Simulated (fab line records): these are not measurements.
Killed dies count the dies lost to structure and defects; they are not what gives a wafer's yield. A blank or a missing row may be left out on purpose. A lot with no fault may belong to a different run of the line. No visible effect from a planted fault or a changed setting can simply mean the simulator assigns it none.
A lot that was struck, set against a sound lot | flow sky130 | 17 out of 708 route steps
Sound: these wafers, L324.3, L324.5, L324.6. Struck: wafer L316.1; the same lot's L316.3 was not struck, so it is left out; see the end for the cause.
Each step with rows lists, per side, the tool, then ch with its chambers, then its first start. Under that, the readings that differ: sound wafers | struck wafers | difference of the means | sigmas: that difference in standard deviations of wafers without a fault.
alike: readings whose means differ by less than 2 such deviations, and words and numbers that are the same on both sides. not compared: withheld readings, readings that some wafer has no value for, bounds like >300 that may hide the same value, and numbers for which the record gives no deviation and whose values overlap.
The two part at a step that has a row with sigmas, a row that says differs or no value, or rows on one side only. Non-overlapping numbers with no deviation appear without sigmas and do not part them. Lack of a reading on every wafer of one side parts them only where that side has two or more wafers.

SKY_VT_ADJUST_HVTR_OVL_MEAS_08:
  sound on overlay-02 at day 14 15:16; struck on overlay-01 at day 12 15:00
  alike: VT_ADJUST_HVTR_OVL
next, for these wafers, 1 step has no rows: SKY_VT_ADJUST_HVTR_IMPLANT_09.
SKY_VT_ADJUST_HVTR_STRIP_10: strips in O2/N2.
  sound on plasma_asher-03 ch 0,1, day 14 15:28; struck on plasma_asher-02 ch 0, day 12 15:11
  reading                      | sound             | struck | difference                   | sigmas
  rf_hours_counter_h (h)       | - - -             | 56     | no value on the sound wafers |
  strip_time_to_endpoint_s (s) | 14.24 14.29 14.26 | 14.16  | -0.10                        | -2
  alike: chamber_pressure_mTorr, drypump_motor_current_A, oes_product_au
SKY_VT_ADJUST_HVTR_TW_MEAS_11:
  sound on film_metro-02 at day 14 15:33; struck on film_metro-03 at day 12 15:17
  alike: VT_ADJUST_HVTR_TW
then, 7 steps without rows for these wafers: SKY_VT_ADJUST_PCH_DEHYDRATE_00 (time 60 s); SKY_VT_ADJUST_PCH_HMDS_01 (prime time 60 s); SKY_VT_ADJUST_PCH_COAT_02 (resist thk 3000 nm); SKY_VT_ADJUST_PCH_SOFTBAKE_03; SKY_VT_ADJUST_PCH_EXPOSE_04 (exposes mask NWM, target cd 840 nm); SKY_VT_ADJUST_PCH_PEB_05; SKY_VT_ADJUST_PCH_DEVELOP_06 (develop time 60 s).
SKY_VT_ADJUST_PCH_OVL_MEAS_07:
  sound on overlay-02 at day 15 18:33; struck on overlay-01 at day 13 15:11
  alike: VT_ADJUST_PCH_OVL
SKY_VT_ADJUST_PCH_IMPLANT_08:
  sound on implanter-02 ch 0, day 15 18:37; struck on implanter-03 ch 0, day 13 15:13
  alike: faraday_current_uA
SKY_VT_ADJUST_PCH_STRIP_09: strips in O2/N2.
  sound on plasma_asher-03 ch 0,1, day 15 18:46; struck on plasma_asher-03 ch 1, day 13 15:22
  reading                | sound | struck | difference                   | sigmas
  rf_hours_counter_h (h) | - - - | 16     | no value on the sound wafers |
  alike: chamber_pressure_mTorr, drypump_motor_current_A, oes_product_au, strip_time_to_endpoint_s
SKY_VT_ADJUST_PCH_TW_MEAS_10:
  sound on film_metro-01 at day 15 18:50; struck on film_metro-01 at day 13 15:28
  reading          | sound             | struck | difference | sigmas
  VT_ADJUST_PCH_TW | 143.7 143.8 143.7 | 140.8  | -2.9       | -4
then, 1 step without rows for these wafers: SKY_SONOS_TUNNEL_DEHYDRATE_00 (time 60 s).
-- record jumps: 35 days separate the struck wafers' starts on either side; left off in module SONOS_TUNNEL, taken up again in module PAD_OPEN, whose first shown step is the route's number 708 --
SKY_PAD_OPEN_PROBE_99:
  sound on prober-01 at day 49 21:20; struck on prober-01 at day 48 10:53
  reading                              | sound                   | struck   | difference | sigmas
  model.etest.pfet_01v8_lvt.vt_v_range | 0.01959 0.01961 0.02432 | 0.03902  | +0.01785   |
  model.etest.pfet_01v8.vt_v_range     | 0.01409 0.0179 0.01628  | 0.009493 | -0.006597  |
  alike: killed_at_M0_to_M3, killed_at_M4_up, killed_at_contacts, killed_at_front_end, killed_at_other, killed_dies, killed_open, killed_short

WHERE THEY PART
Earliest at SKY_VT_ADJUST_HVTR_STRIP_10; latest, in this record, at SKY_VT_ADJUST_PCH_TW_MEAS_10. Later steps at which nothing parts them and some readings are alike: SKY_PAD_OPEN_PROBE_99.

WHY: whatever the simulator had introduced
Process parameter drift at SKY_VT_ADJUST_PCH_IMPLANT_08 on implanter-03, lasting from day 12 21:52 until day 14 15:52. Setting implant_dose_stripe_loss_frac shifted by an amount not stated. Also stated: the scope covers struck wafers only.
